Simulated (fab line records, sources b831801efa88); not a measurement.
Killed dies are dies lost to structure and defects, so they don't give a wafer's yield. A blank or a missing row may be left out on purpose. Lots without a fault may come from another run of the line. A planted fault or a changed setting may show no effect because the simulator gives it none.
A struck lot beside a sound one | flow sky130 | 15 steps out of a route of 708
Sound: wafers L790.1, L790.4, L790.5. Struck: wafers L797.1, L797.5, L797.6. The cause comes at the end.
At each step with rows: each side's tool, then ch and its chambers, then its first start. Under that, the readings that differ: sound wafers | struck wafers | difference of the means | sigmas: that difference in standard deviations of wafers without a fault.
alike: readings whose means differ by less than 2 such deviations, and words and numbers that are the same on both sides. not compared: withheld readings, readings that some wafer has no value for, bounds like >300 that may hide the same value, and numbers for which the record gives no deviation and whose values overlap.
The two part at a step that has a row with sigmas, a row that says differs or no value, or rows on one side only. Numbers that don't overlap but have no deviation are shown without sigmas and don't part them. A reading that every wafer of one side lacks parts them only if that side has two wafers or more.

SKY_VT_ADJUST_LVTN_OVL_MEAS_07:
  sound on overlay-01, day 8 08:32; struck on overlay-02, day 10 05:37
  alike: VT_ADJUST_LVTN_OVL
then, 1 step without rows for these wafers: SKY_VT_ADJUST_LVTN_IMPLANT_08.
SKY_VT_ADJUST_LVTN_STRIP_09: strips in O2/N2.
  sound on plasma_asher-04 ch 0,1, day 8 08:44; struck on plasma_asher-04 ch 0,1, day 10 05:49
  reading                      | sound             | struck            | difference | sigmas
  strip_time_to_endpoint_s (s) | 36.87 36.81 36.89 | 37.15 37.17 37.14 | +0.30      | +3
  alike: drypump_motor_current_A, n2_flow_sccm, oes_product_au
  not compared: rf_hours_counter_h
SKY_VT_ADJUST_LVTN_TW_MEAS_10:
  sound on film_metro-01, day 8 08:50; struck on film_metro-02, day 10 05:55
  alike: VT_ADJUST_LVTN_TW
then, 7 steps without rows for these wafers: SKY_VT_ADJUST_LVTN_DEHYDRATE_11 (time 60 s); SKY_VT_ADJUST_LVTN_HMDS_12 (prime time 60 s); SKY_VT_ADJUST_LVTN_COAT_13 (resist thk 1140 nm); SKY_VT_ADJUST_LVTN_SOFTBAKE_14 (time 60 s); SKY_VT_ADJUST_LVTN_EXPOSE_15 (exposes mask HVN STD DERIVED, target cd 600 nm); SKY_VT_ADJUST_LVTN_PEB_16; SKY_VT_ADJUST_LVTN_DEVELOP_17 (develop time 60 s).
SKY_VT_ADJUST_LVTN_OVL_MEAS_18:
  sound on overlay-01, day 9 04:56; struck on overlay-02, day 11 04:23
  alike: VT_ADJUST_LVTN_01_OVL
SKY_VT_ADJUST_LVTN_IMPLANT_19:
  sound on implanter-04 ch 0, day 9 04:59; struck on implanter-04, day 11 04:26
  no value came back on the struck wafers for beam_energy_keV, beam_on_s (s), faraday_current_uA, implant_ion_amu; on the sound wafers beam_energy_keV reads 29.995 30.002 30.000
SKY_VT_ADJUST_LVTN_STRIP_20: strips in O2/N2.
  sound on plasma_asher-04 ch 0,1, day 9 05:08; struck on plasma_asher-03 ch 0,1, day 11 04:35
  alike: drypump_motor_current_A, n2_flow_sccm, oes_product_au, strip_time_to_endpoint_s
  not compared: rf_hours_counter_h
SKY_VT_ADJUST_LVTN_TW_MEAS_21:
  sound on film_metro-01, day 9 05:14; struck on film_metro-03, day 11 04:41
  reading             | sound             | struck         | difference | sigmas
  VT_ADJUST_LVTN_2_TW | 185.8 185.8 184.9 | 30.1 30.0 30.0 | -155.5     | -82

WHERE THEY PART
First at SKY_VT_ADJUST_LVTN_STRIP_09; last, within this record, at SKY_VT_ADJUST_LVTN_TW_MEAS_21.

WHY: what the simulator had put in
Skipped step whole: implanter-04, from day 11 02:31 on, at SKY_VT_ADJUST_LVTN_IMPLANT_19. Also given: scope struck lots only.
